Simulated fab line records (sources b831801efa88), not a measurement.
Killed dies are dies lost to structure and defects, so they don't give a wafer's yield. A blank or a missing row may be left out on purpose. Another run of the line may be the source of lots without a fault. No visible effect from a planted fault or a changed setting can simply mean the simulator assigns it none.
Matching of chambers    flow sky130    4 sister chambers for SKY_CONTACT_ETCH_17 on rie diel-01
The step etches SiO2 in C4F8/O2/Ar, stops on Si3N4, target depth 340 nm. 4 wafers are shown with their chamber, then 8 later ones without.

WAFERS, EACH WITH ITS CHAMBER
wafer   chamber  oes product au (a.u.)
L083.1  0        0.895
L084.3  3        0.897
L084.6  2        0.891
L089.4  1        0.896

WAFERS WHOSE CHAMBER IS MISSING
wafer   oes product au (a.u.)
L089.5  0.894
L089.6  0.894
L093.1  0.889
L093.4  0.888
L093.6  0.889
L092.1  0.890
L092.4  0.890
L092.5  0.883

CHAMBER TAKEN BY EACH
wafer   from the rows above                in truth
L089.5  can't be placed: 0 or 1 or 2 or 3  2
L089.6  can't be placed: 0 or 1 or 2 or 3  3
L093.1  can't be placed: 2 or 0 or 1 or 3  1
L093.4  can't be placed: 2 or 0 or 1 or 3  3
L093.6  can't be placed: 2 or 0 or 1 or 3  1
L092.1  can't be placed: 2 or 0 or 1 or 3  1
L092.4  can't be placed: 2 or 0 or 1 or 3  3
L092.5  can't be placed: 2 or 0 or 1 or 3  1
0 of 8 placed correctly. Can't be placed from these rows: 8 (the true chamber is among the candidates in 8). Wrongly placed: 0.
How it was worked out, from the rows above alone: a wafer's distance from a chamber is the root of the sum, over the readings, of the square of ((its reading less the chamber's mean) divided by the reading's scatter). If the next closest chamber is less than 2 further off than the closest, the wafer can't be placed; otherwise it belongs to the closest. For every chamber, the mean is computed from those of its wafers that are shown. The scatter (one wafer shown for each chamber): square how far every hidden wafer sits from the nearest shown wafer, average those squares and take the square root.
